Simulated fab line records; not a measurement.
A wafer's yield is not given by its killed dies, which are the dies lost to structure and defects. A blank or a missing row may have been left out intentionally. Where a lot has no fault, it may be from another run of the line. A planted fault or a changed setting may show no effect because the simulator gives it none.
2 desks looking at one fault || flow gf180mcu || what lay behind the numbers comes last; until then each desk has only its own

FROM THE METROLOGY DESK
Lot by lot, what the gauges showed, no matter which tool ran the lot: averages of those sampled wafers that carry a number. A lot is out of limits, marked OUT, if its mean lies more than 4 standard deviations from the usual mean; the brackets give that distance.
Columns: A = VT_IMPLANT_3_TW at GF_VT_IMPLANT_TW_MEAS_32, usual 266.5
{"lot": "L918", "first seen here": "day 6 20:50", "A": 264.1}
{"lot": "L919", "first seen here": "day 7 06:14", "A": 271.0}
{"lot": "L920", "first seen here": "day 7 11:41", "A": 264.3}
{"lot": "L921", "first seen here": "day 7 16:56", "A": 262.7}
{"lot": "L923", "first seen here": "day 8 09:12", "A": 264.5}
{"lot": "L927", "first seen here": "day 9 09:55", "A": 267.5}
{"lot": "L930", "first seen here": "day 10 02:23", "A": 264.9}
{"lot": "L931", "first seen here": "day 10 10:01", "A": "29.6 (-85) OUT"}
{"lot": "L936", "first seen here": "day 11 18:55", "A": 271.5}
{"lot": "L939", "first seen here": "day 12 15:55", "A": 269.7}
{"lot": "L941", "first seen here": "day 13 07:52", "A": 265.0}
Per this desk, out of limits: L931; the first was L931, day 10 10:01 (VT_IMPLANT_3_TW at GF_VT_IMPLANT_TW_MEAS_32). L918, L919, L920, L921, L923, L927, L930, L936, L939, L941 stayed within limits.

FOR THE TOOL OWNER'S DESK: plasma asher-02
The tool's own readings at GF_VT_IMPLANT_STRIP_20 (strips in O2/N2): means of the sampled wafers that have a number, for each lot that ran on this tool. A lot is out of limits, marked OUT, if its mean lies more than 4 standard deviations from the usual mean; the brackets give that distance.
Columns: A = drypump motor current A at GF_VT_IMPLANT_STRIP_20, usual 5.9 A; B = heater power w at GF_VT_IMPLANT_STRIP_20, usual 320 W; C = oes product au at GF_VT_IMPLANT_STRIP_20, usual 0.716 a.u.; D = strip time to endpoint s at GF_VT_IMPLANT_STRIP_20, usual 12.64 s
{"lot": "L919", "first seen here": "day 6 14:14", "A": 5.7, "B": 319, "C": 0.713, "D": 12.63}
{"lot": "L923", "first seen here": "day 7 16:58", "A": 5.7, "B": 318, "C": 0.716, "D": 12.62}
{"lot": "L927", "first seen here": "day 8 16:43", "A": 5.7, "B": 318, "C": 0.715, "D": 12.63}
{"lot": "L931", "first seen here": "day 9 15:55", "A": 5.6, "B": 370, "C": "0.936 (+51) OUT", "D": "-"}
Finding of this desk: L931 out of limits; the first was L931 at day 9 15:55, on oes product au at GF_VT_IMPLANT_STRIP_20. L919, L923, L927 stayed within limits.

ALL TOGETHER
An alarm could have come from the tool owner's desk at day 9 15:55, on L931.
An alarm was possible from the metrology desk at day 10 10:01, on L931.
GF_VT_IMPLANT_STRIP_20 was run on plasma asher-02 by each of the lots named.

WHAT THE SIMULATOR PUT IN
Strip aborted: plasma asher-02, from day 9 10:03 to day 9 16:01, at GF_VT_IMPLANT_STRIP_20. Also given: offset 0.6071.
Struck lots among those shown: L931.
Counting hours from when the fault started, the first reading out of limits came at 6 for the tool owner's desk and at 24 for the metrology desk.
